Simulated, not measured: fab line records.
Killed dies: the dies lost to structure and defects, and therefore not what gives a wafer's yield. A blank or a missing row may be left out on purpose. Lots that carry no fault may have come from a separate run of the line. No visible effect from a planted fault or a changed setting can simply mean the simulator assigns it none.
A lot that was struck, set against a sound lot | flow gf180mcu | 14 out of 602 route steps
Sound: wafers L521.1, L521.2, L521.6. Struck: wafer L523.6 (left out: L523.1, L523.4 of the same lot, which were not struck); the cause appears at the end.
For every step that has rows: the tool of each side, followed by ch and its chambers, followed by its first start. Under that, the readings that differ: sound wafers | struck wafers | difference of the means | sigmas: that difference in standard deviations of wafers without a fault.
alike: words and numbers the same on both sides, and readings whose means are apart by under 2 such deviations; not compared: readings that were withheld, readings missing a value for some wafer, numbers with overlapping values and no deviation given by the record, and bounds like >300 which may hide the same value.
The two part at a step that has a row with sigmas, a row that says differs or no value, or rows on one side only. Non-overlapping numbers with no deviation appear without sigmas and do not part them. A reading missing from all wafers of one side parts the sides only when that side holds two or more wafers.

first, 3 steps without rows for these wafers: GF_V5_STRIP_18 (strips in O2/N2); GF_V5_STRIP_19 (strips in post etch residue remover, time 1200 s); GF_V5_CLEAN_20 (cleans in DIW).
GF_V5_SPUTTER_21: material Ti, target thk 15 nm, time 80.02 s.
  sound: pvd sputter-02 at day 29 20:07; struck: pvd sputter-02 at day 30 12:52
  alike: cathode dc power W, throttle valve pct
GF_V5_SPUTTER_22: material TiN, target thk 10 nm, time 40 s.
  sound: pvd sputter-02 at day 29 20:10; struck: pvd sputter-02 at day 30 12:55
  alike: cathode dc power W, throttle valve pct
then, 1 step without rows for these wafers: GF_V5_CVD_23 (deposits W, target thk 350 nm, time 104.9 s).
GF_V5_RS_MEAS_24: measurement is done with a four-point probe.
  sound: film metro-01 at day 29 20:19; struck: film metro-02 at day 30 13:04
  alike: V5_W_RS
GF_V5_THK_MEAS_25: measures by xrf.
  sound: film metro-01 at day 29 20:26; struck: film metro-02 at day 30 13:11
  alike: V5_W_THK
then, 2 steps without rows for these wafers: GF_V5_CMP_26 (polishes, stops on SiO2, t overpolish 15 s, target thk 0 nm); GF_TOP_METAL_SPUTTER_00 (material Ti, target thk 37.5 nm, time 150 s).
GF_TOP_METAL_SPUTTER_01: material TiN, target thk 30 nm, time 25 s.
  sound: pvd sputter-01 at day 29 20:54; struck: pvd sputter-01 at day 30 13:39
  alike: cathode dc power W, throttle valve pct
GF_TOP_METAL_SPUTTER_02: material AlCu, target thk 900 nm, time 47.82 s.
  sound: pvd sputter-01 at day 29 20:56; struck: pvd sputter-01 at day 30 13:41
  alike: cathode dc power W, throttle valve pct
GF_TOP_METAL_SPUTTER_03: material Ti, target thk 5 nm, time 3.3 s.
  sound: pvd sputter-01 at day 29 20:59; struck: pvd sputter-01 at day 30 13:44
  reading                                      | sound                | struck | difference | sigmas
  cathode dc power W (W)                       | 2999.0 2999.7 3000.0 | 2872.0 | -127.6     | -99 or more
  model.Ti_of_TOP_METAL_SPUTTER_03.thk nm (nm) | 4.98 4.949 4.931     | 4.805  | -0.148     |
  alike: throttle valve pct
GF_TOP_METAL_SPUTTER_04: material TiN, target thk 25 nm, time 20.8 s.
  sound: pvd sputter-01 at day 29 20:59; struck: pvd sputter-01 at day 30 13:44
  alike: cathode dc power W, throttle valve pct

## WHERE THEY PART
Within this record, at GF_TOP_METAL_SPUTTER_03 only. Later steps at which nothing parts them and some readings are alike: GF_TOP_METAL_SPUTTER_04.

WHY: what the simulator had put in
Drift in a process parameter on pvd sputter-01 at GF_TOP_METAL_SPUTTER_03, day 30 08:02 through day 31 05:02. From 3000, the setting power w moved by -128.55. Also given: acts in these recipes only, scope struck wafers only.
